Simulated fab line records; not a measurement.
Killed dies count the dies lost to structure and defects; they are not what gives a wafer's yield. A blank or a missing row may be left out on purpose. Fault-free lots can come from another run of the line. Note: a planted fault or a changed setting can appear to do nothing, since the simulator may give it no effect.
Which tool did it? | flow gf180mcu | Sampling: 14 lots, 40 wafers, 2 of 602 route steps

## WHAT THE GAUGES READ, wafer by wafer
GF_STI_THK_MEAS_24. Usual: STI_CVD_23_THK gives 648 nm (standard deviation 8.9).
lot  | measured    | on            | STI_CVD_23_THK (nm) | flag
L920 | day 2 04:37 | film-metro-04 | 634 644 633         |
L921 | day 2 08:13 | film-metro-02 | 646 655 646         |
L922 | day 2 14:10 | film-metro-01 | 637 653 658         |
L923 | day 2 18:45 | film-metro-01 | 654 660 655         |
L924 | day 3 01:14 | film-metro-04 | 636 649 645         |
L925 | day 3 04:47 | film-metro-04 | 641 641 631         |
L926 | day 3 11:07 | film-metro-02 | 656 668 648         |
L928 | day 3 20:07 | film-metro-04 | 645 637 639         |
L931 | day 4 11:46 | film-metro-01 | 640 201             | OFF
L932 | day 4 17:42 | film-metro-01 | 196 210             | OFF
L938 | day 6 01:14 | film-metro-01 | 641 646 631         |
L939 | day 6 05:41 | film-metro-02 | 655 637 643         |
L940 | day 6 10:46 | film-metro-01 | 649 658 658         |
L943 | day 7 02:10 | film-metro-04 | 653 649 658         |

## EACH LOT AND THE TOOL THAT RAN IT (in order: tool; ch and the chambers of the sampled wafers; start)
lot  | GF_STI_CVD_23
L920 | hdpcvd-01 ch 0,2, day 2 04:31
L921 | hdpcvd-02 ch 0,1, day 2 08:08
L922 | hdpcvd-01 ch 0,1, day 2 14:05
L923 | hdpcvd-02 ch 0,1,2, day 2 18:40
L924 | hdpcvd-01 ch 0,1,2, day 3 01:09
L925 | hdpcvd-01 ch 0,1,2, day 3 04:42
L926 | hdpcvd-02 ch 0,1, day 3 11:01
L928 | hdpcvd-02 ch 0,2, day 3 20:02
L931 | hdpcvd-01 ch 0,2, day 4 11:42
L932 | hdpcvd-01 ch 0,1, day 4 17:38
L938 | hdpcvd-02 ch 0,1,2, day 6 01:10
L939 | hdpcvd-02 ch 1,2, day 6 05:37
L940 | hdpcvd-02 ch 1,2, day 6 10:40
L943 | hdpcvd-02 ch 0,1,2, day 7 02:05
- GF_STI_CVD_23: deposits SiO2, target thk 650 nm, time 108.3 s.

## WHAT THE TOOLS THEMSELVES READ (means of the sampled wafers that have a number; where no wafer has one, the mark that the record gives instead)
The record holds no such reading with a usual standard deviation.

## THE ANSWER, worked out from the rows above alone
Rule: lot off if the mean of its wafers having a number is beyond 3 standard deviations from the usual mean. Also off: a lot with no number at a reading for which 4 or more lots have one. Any other lot the step has rows for is counted as sound. First the gauges in route order, then the tools' own readings, where a lot's mean is used as printed above. The first step at which some lot is off is used, and at that step the reading that is off furthest; a lot without a number counts as furthest.
Off: at GF_STI_THK_MEAS_24 (STI_CVD_23_THK), L931, L932.
If a tool, at a process step before that reading, ran all the lots that are off and no sound lot after the first of them, it fits. Those tools and the gauges at GF_STI_THK_MEAS_24 are tried in the same way. One fits: hdpcvd-01 at GF_STI_CVD_23. A fault onset in the window from L925 (day 3 04:42, its last sound lot) to L931 (day 4 11:42, its first lot off) fits.

## WHAT HAD BEEN PUT IN BY THE SIMULATOR
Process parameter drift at GF_STI_CVD_23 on hdpcvd-01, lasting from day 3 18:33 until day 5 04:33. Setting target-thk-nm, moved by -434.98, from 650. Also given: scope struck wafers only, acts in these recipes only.
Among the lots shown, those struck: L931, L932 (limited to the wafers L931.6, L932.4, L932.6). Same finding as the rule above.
